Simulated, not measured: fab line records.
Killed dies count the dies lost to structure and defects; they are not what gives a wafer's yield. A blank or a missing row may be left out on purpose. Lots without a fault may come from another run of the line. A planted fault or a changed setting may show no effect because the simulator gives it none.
Which tool did it?    flow sky130    11 lots, 33 wafers sampled, at 6 steps of a route of 708

## WHAT THE GAUGES SHOWED, per wafer
SKY_FIELD_ISO_BOW_MEAS_00.
lot   measured     on             INCOMING_BOW (um)
L886  day 1 20:02  film-metro-04  0 1 -7
L889  day 2 11:02  film-metro-04  0 1 1
L890  day 2 16:01  film-metro-04  -3 2 3
L891  day 2 21:01  film-metro-04  8 1 -2
L892  day 3 02:02  film-metro-02  11 -9 1
L895  day 3 17:01  film-metro-04  0 3 2
L901  day 4 23:01  film-metro-02  -3 5 6
L903  day 5 09:00  film-metro-02  -6 -12 -6
L904  day 5 14:00  film-metro-04  5 -7 4
L905  day 5 19:01  film-metro-04  3 -8 0
L907  day 6 05:00  film-metro-02  -1 -6 -12

SKY_SD_P_OVL_MEAS_08.
lot   measured      on          SD_P_OVL (nm)
L886  day 27 19:32  overlay-02  -0.6 0.7 1.7
L889  day 27 23:58  overlay-01  1.4 -0.6 1.0
L890  day 27 22:11  overlay-01  -0.7 -0.6 1.0
L891  day 27 23:26  overlay-02  0.8 0.9 1.5
L892  day 28 13:34  overlay-02  -1.2 0.5 0.6
L895  day 29 04:59  overlay-01  0.2 -1.3 -1.1
L901  day 31 22:44  overlay-01  0.7 -1.1 1.0
L903  day 32 06:49  overlay-02  -0.1 -1.4 0.1
L904  day 32 05:55  overlay-01  -0.7 -1.9 -0.4
L905  day 32 07:32  overlay-02  -2.7 -0.6 -2.7
L907  day 33 01:22  overlay-02  -1.6 0.8 -1.2

SKY_SD_N_RS_MEAS_16: uses a four-point probe to measure.
lot   measured      on             SD_N_RS (ohm/sq)
L886  day 30 04:31  film-metro-01  68.36 68.48 68.59
L889  day 30 08:55  film-metro-03  70.87 70.91 70.84
L890  day 30 07:10  film-metro-02  68.75 68.72 68.75
L891  day 30 08:25  film-metro-02  68.69 68.69 68.65
L892  day 30 21:35  film-metro-03  70.89 70.97 70.93
L895  day 31 13:54  film-metro-01  70.96 70.76 70.88
L901  day 34 05:43  film-metro-02  68.55 68.49 68.53
L903  day 34 13:41  film-metro-02  68.57 68.61 68.48
L904  day 34 12:38  film-metro-01  68.61 68.52 68.70
L905  day 34 14:13  film-metro-03  68.32 68.37 68.54
L907  day 35 08:04  film-metro-02  68.63 68.68 68.50

SKY_SD_N_RS_MEAS_17: uses a four-point probe to measure.
lot   measured      on             SD_P_RS (ohm/sq)
L886  day 30 04:38  film-metro-01  146.6 146.7 146.7
L889  day 30 09:02  film-metro-03  159.7 159.9 159.9
L890  day 30 07:17  film-metro-02  147.8 148.1 147.3
L891  day 30 08:32  film-metro-02  146.9 147.2 147.1
L892  day 30 21:42  film-metro-03  160.0 159.8 160.1
L895  day 31 14:01  film-metro-01  160.2 160.2 161.0
L901  day 34 05:50  film-metro-02  146.8 146.7 146.6
L903  day 34 13:48  film-metro-02  147.4 147.5 147.3
L904  day 34 12:46  film-metro-01  147.3 147.5 147.3
L905  day 34 14:20  film-metro-03  146.4 146.3 147.1
L907  day 35 08:11  film-metro-02  146.8 146.6 146.8

## TOOL THAT RAN EACH LOT (tool first, then ch and the chambers of the sampled wafers, then the start)
lot   SKY_NWELL_STRIP_14                    SKY_SD_N_RTA_14
L886  plasma-asher-02 ch 0,1, day 4 23:54   rtp-anneal-01 ch 0, day 30 04:20
L889  plasma-asher-01 ch 0,1, day 5 16:13   rtp-anneal-01 ch 0, day 30 08:44
L890  plasma-asher-04 ch 0, day 6 00:50     rtp-anneal-01 ch 0, day 30 06:59
L891  plasma-asher-02 ch 0,1, day 6 07:50   rtp-anneal-02 ch 0, day 30 08:13
L892  plasma-asher-02 ch 0,1, day 6 11:21   rtp-anneal-01 ch 0, day 30 21:23
L895  plasma-asher-02 ch 0,1, day 7 08:22   rtp-anneal-01 ch 0, day 31 13:43
L901  plasma-asher-04 ch 0,1, day 9 06:37   rtp-anneal-02 ch 0, day 34 05:31
L903  plasma-asher-01 ch 0,1, day 9 13:32   rtp-anneal-02 ch 0, day 34 13:31
L904  plasma-asher-04 ch 0,1, day 9 15:13   rtp-anneal-01 ch 0, day 34 12:28
L905  plasma-asher-04 ch 0,1, day 9 20:49   rtp-anneal-01 ch 0, day 34 14:02
L907  plasma-asher-04 ch 0,1, day 10 06:46  rtp-anneal-01 ch 0, day 35 07:53
- SKY_NWELL_STRIP_14: strips in O2/N2.
- SKY_SD_N_RTA_14: time 2 s.

## WHAT THE TOOLS THEMSELVES READ (means of the sampled wafers that have a number; where no wafer has one, the mark that the record gives instead)
SKY_NWELL_STRIP_14.
lot   tool             drypump-motor-current-A (A)  oes-product-au (a.u.)  strip-time-to-endpoint-s (s)
L886  plasma-asher-02  5.3                          0.723                  36.86
L889  plasma-asher-01  5.4                          0.719                  36.86
L890  plasma-asher-04  6.4                          0.722                  37.00
L891  plasma-asher-02  5.6                          0.725                  36.88
L892  plasma-asher-02  5.3                          0.723                  36.92
L895  plasma-asher-02  5.6                          0.722                  36.89
L901  plasma-asher-04  6.1                          0.722                  36.88
L903  plasma-asher-01  5.4                          0.724                  37.00
L904  plasma-asher-04  6.1                          0.724                  36.82
L905  plasma-asher-04  6.1                          0.722                  36.78
L907  plasma-asher-04  6.1                          0.726                  36.94

SKY_SD_N_RTA_14.
lot   tool           chamber-o2-ppm  lamp-power-pct (%)  wafer_temp_C_max
L886  rtp-anneal-01  2.033           15.78               1077.8
L889  rtp-anneal-01  2.009           15.22               1076.9
L890  rtp-anneal-01  2.014           15.72               1077.9
L891  rtp-anneal-02  1.991           15.71               1077.8
L892  rtp-anneal-01  2.019           15.28               1078.1
L895  rtp-anneal-01  1.996           15.25               1076.3
L901  rtp-anneal-02  2.017           15.73               1077.8
L903  rtp-anneal-02  1.980           15.74               1076.8
L904  rtp-anneal-01  2.000           15.72               1076.9
L905  rtp-anneal-01  1.989           15.75               1078.5
L907  rtp-anneal-01  2.000           15.74               1077.7

## THE ANSWER, worked out from the rows above alone
Rule: the lots themselves supply what counts as usual. The widest of any qualifying gaps counts: lots, ordered by their means at a reading, are off when they make up no more than a third of the lots, leave a main group of 4 or more, and stand apart from it by 3 or more times the standard deviation of that group's means. A main group whose means are all the same, to the digits that the tables above print for the reading, isn't used. Also off: a lot with no number at a reading for which 4 or more lots have one. Where the step has rows for the other lots, those lots are counted as sound. The gauges are gone through in route order, then the tools' own readings, and for those a lot's mean is taken as printed above. The first step at which some lot is off is used, and at that step the reading that is off furthest; a lot without a number counts as furthest.
Off: L889, L892, L895, at SKY_SD_N_RS_MEAS_16 (SD_N_RS). Main group: mean 68.57 ohm/sq, sd 0.1.
A tool fits if, at a process step before that reading, it ran every lot that is off, and no sound lot after the first of them. The gauges at SKY_SD_N_RS_MEAS_16 aren't tried: what is off there is off at SKY_SD_N_RTA_14 too, on other tools, and a gauge's error can't cause that. None of those tried fits.

## WHAT HAD BEEN PUT IN BY THE SIMULATOR
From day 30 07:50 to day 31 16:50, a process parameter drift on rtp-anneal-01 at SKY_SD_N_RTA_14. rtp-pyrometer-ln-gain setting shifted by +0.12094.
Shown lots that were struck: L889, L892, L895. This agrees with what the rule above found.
